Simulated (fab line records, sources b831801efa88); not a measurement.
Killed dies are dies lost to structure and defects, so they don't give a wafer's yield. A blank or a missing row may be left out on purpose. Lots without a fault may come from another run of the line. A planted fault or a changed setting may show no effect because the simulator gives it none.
Which tool did it? | flow gf180mcu | 12 lots, 36 wafers sampled, at 1 step of a route of 602

WHAT THE GAUGES READ, wafer by wafer
GF_HV_LDD_OVL_MEAS_32.
lot  | measured     | on         | HV_LDD_02_OVL (nm)
L075 | day 11 20:38 | overlay-01 | 0.8 0.1 -0.1
L077 | day 12 13:59 | overlay-01 | -1.0 -0.9 1.0
L079 | day 13 03:27 | overlay-01 | 0.0 -1.2 -1.3
L081 | day 13 21:52 | overlay-02 | 0.6 -0.1 -0.9
L083 | day 14 13:50 | overlay-02 | -2.6 -2.3 -3.8
L085 | day 14 22:29 | overlay-02 | 0.0 -0.5 -0.3
L087 | day 15 15:21 | overlay-01 | -1.3 0.4 -0.6
L089 | day 16 18:44 | overlay-02 | 0.5 -1.8 0.5
L091 | day 17 02:11 | overlay-02 | -0.2 -0.9 -0.2
L093 | day 18 01:27 | overlay-02 | -1.0 -1.9 -2.1
L095 | day 18 16:49 | overlay-02 | -1.7 -1.3 -2.5
L097 | day 19 01:32 | overlay-01 | -1.8 -0.5 -2.8

WHICH TOOL RAN EACH LOT (tool, then ch and the chambers of the sampled wafers, then the start)
The record holds no process step before these readings.

THE ANSWER, worked out from the rows above alone
Rule: what is usual is taken from the lots themselves. Put in order of their means at a reading, lots are off if they are a third of the lots or fewer, leave a main group of 4 or more, and stand apart from it by a gap of 3 or more times the standard deviation of the main group's means; of several such gaps the widest counts. A main group whose means are all the same, to the digits that the tables above print for the reading, isn't used. A lot without any number at a reading at which 4 lots or more have one is off too. The other lots that the step has rows for count as sound.
No lot is off at any reading shown: from this, nothing can be told.

WHAT THE SIMULATOR HAD PUT IN
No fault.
